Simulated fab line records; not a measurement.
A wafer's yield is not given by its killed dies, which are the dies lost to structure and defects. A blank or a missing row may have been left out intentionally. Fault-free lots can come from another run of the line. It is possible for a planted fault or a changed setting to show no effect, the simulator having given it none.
Which tool was responsible? | flow sky130 | 12 lots, 36 wafers sampled, at 4 steps of a route of 708

## WHAT EACH GAUGE READ, for each wafer
SKY_VT_ADJUST_NCORE_CD_MEAS_07: target cd 380 nm. Usual: cd nm reads 379.9 nm (standard deviation 2.8).
lot  | measured     | on        | cd nm (nm)        | flag
L713 | day 8 21:58  | cd sem-02 | 381.0 379.4 376.5 |
L714 | day 9 06:11  | cd sem-01 | 380.7 379.4 379.3 |
L715 | day 9 08:40  | cd sem-02 | 381.5 383.1 380.8 |
L716 | day 9 18:40  | cd sem-02 | 379.3 379.1 379.3 |
L717 | day 10 02:02 | cd sem-01 | 381.7 382.4 382.5 |
L727 | day 13 03:56 | cd sem-01 | 382.6 383.1 382.1 |
L728 | day 13 07:58 | cd sem-01 | 378.2 377.5 378.7 |
L729 | day 13 18:53 | cd sem-01 | 382.6 384.8 381.1 |
L730 | day 13 23:53 | cd sem-02 | 379.8 381.3 379.2 |
L731 | day 14 03:02 | cd sem-01 | 379.0 376.6 379.1 |
L732 | day 14 08:55 | cd sem-01 | 386.4 387.2 385.4 |
L733 | day 14 19:32 | cd sem-01 | 385.7 382.9 384.2 |

SKY_VT_ADJUST_HVTR_CD_MEAS_07: target cd 380 nm. Usual: cd nm reads 380.3 nm (standard deviation 2.3).
lot  | measured     | on        | cd nm (nm)        | flag
L713 | day 9 18:56  | cd sem-01 | 382.8 385.4 386.2 |
L714 | day 10 04:14 | cd sem-02 | 382.4 381.6 380.1 |
L715 | day 10 06:19 | cd sem-02 | 377.8 379.7 376.1 |
L716 | day 10 15:47 | cd sem-01 | 377.8 382.0 379.2 |
L717 | day 10 23:56 | cd sem-02 | 378.5 380.2 384.4 |
L727 | day 14 06:04 | cd sem-02 | 381.9 380.8 381.6 |
L728 | day 14 10:20 | cd sem-02 | 377.1 376.0 377.8 |
L729 | day 14 21:52 | cd sem-01 | 380.2 379.8 380.3 |
L730 | day 15 02:14 | cd sem-01 | 382.3 382.3 381.9 |
L731 | day 15 06:04 | cd sem-01 | 381.4 381.6 381.4 |
L732 | day 15 11:52 | cd sem-02 | 384.0 385.2 379.7 |
L733 | day 15 22:40 | cd sem-01 | 379.4 377.4 378.5 |

SKY_GATE_OXIDE_OVL_MEAS_10. Usual: GATE_OXIDE_OVL gives 0.5 nm (standard deviation 1.5).
lot  | measured     | on         | GATE_OXIDE_OVL (nm) | flag
L713 | day 14 02:43 | overlay-02 | 1.9 0.7 1.3         |
L714 | day 14 15:50 | overlay-02 | -1.0 -0.5 0.0       |
L715 | day 14 16:01 | overlay-01 | 0.6 -0.9 2.0        |
L716 | day 15 05:47 | overlay-02 | - - -               | OFF
L717 | day 15 11:29 | overlay-02 | - - -               | OFF
L727 | day 19 09:41 | overlay-02 | 0.7 1.2 0.1         |
L728 | day 19 12:47 | overlay-01 | 0.9 2.5 2.3         |
L729 | day 20 02:43 | overlay-01 | 2.0 3.0 2.2         |
L730 | day 20 08:25 | overlay-02 | -0.6 0.8 1.4        |
L731 | day 20 11:40 | overlay-01 | 0.5 -0.8 -1.6       |
L732 | day 20 22:49 | overlay-02 | -1.0 0.4 -0.3       |
L733 | day 21 06:11 | overlay-01 | 1.5 0.6 -0.5        |

## TOOL THAT RAN EACH LOT (tool first, then ch and the chambers of the sampled wafers, then the start)
lot  | SKY_GATE_OXIDE_COAT_05
L713 | litho track-02 ch 0, day 13 13:17
L714 | litho track-02 ch 0, day 14 02:26
L715 | litho track-03 ch 0, day 14 02:43
L716 | litho track-03, day 14 15:56
L717 | litho track-02, day 14 22:08
L727 | litho track-02 ch 0, day 18 17:47
L728 | litho track-03 ch 0, day 18 21:04
L729 | litho track-03 ch 0, day 19 12:31
L730 | litho track-03 ch 0, day 19 16:58
L731 | litho track-04 ch 0, day 19 20:33
L732 | litho track-02 ch 0, day 20 07:05
L733 | litho track-04 ch 0, day 20 14:49
- SKY_GATE_OXIDE_COAT_05: resist thk 1140 nm.

## AS READ BY THE TOOLS THEMSELVES (means over the sampled wafers that have a number; for cases with no such wafer, the mark the record gives instead)
SKY_GATE_OXIDE_COAT_05. Usual: chill plate temp C 23.00 C, standard deviation 0.12; dispense pressure kPa 49.5 kPa, standard deviation 0.81.
lot  | tool           | chill plate temp C (C) | dispense pressure kPa (kPa) | flag
L713 | litho track-02 | 22.88                  | 48.9                        |
L714 | litho track-02 | 23.07                  | 48.9                        |
L715 | litho track-03 | 23.11                  | 50.7                        |
L716 | litho track-03 | -                      | -                           | OFF
L717 | litho track-02 | -                      | -                           | OFF
L727 | litho track-02 | 22.95                  | 49.0                        |
L728 | litho track-03 | 23.06                  | 50.7                        |
L729 | litho track-03 | 23.12                  | 50.7                        |
L730 | litho track-03 | 22.82                  | 50.7                        |
L731 | litho track-04 | 22.94                  | 48.9                        |
L732 | litho track-02 | 22.95                  | 48.9                        |
L733 | litho track-04 | 23.01                  | 48.9                        |

## THE ANSWER, worked out from the rows above alone
Rule: lot off if the mean of its wafers having a number is beyond 3 standard deviations from the usual mean. A lot without any number at a reading at which 4 lots or more have one is off too. The other lots that the step has rows for count as sound. Order of review: gauges by route order, followed by the tools' own readings, for which a lot's mean as printed above is used. At the first step where some lot is off, the reading lying furthest off is the one used; lots without a number count as furthest.
Off: at SKY_GATE_OXIDE_OVL_MEAS_10 (GATE_OXIDE_OVL), L716, L717. Without a number there: L716, L717.
A tool fits if, at a process step before that reading, it ran every lot that is off, and no sound lot after the first of them. Not tried: the gauges at SKY_GATE_OXIDE_OVL_MEAS_10; whatever is off there is also off at SKY_GATE_OXIDE_COAT_05, on other tools, and gauge error can't account for it. Of those tried, none fits.

## WHAT THE SIMULATOR PUT IN
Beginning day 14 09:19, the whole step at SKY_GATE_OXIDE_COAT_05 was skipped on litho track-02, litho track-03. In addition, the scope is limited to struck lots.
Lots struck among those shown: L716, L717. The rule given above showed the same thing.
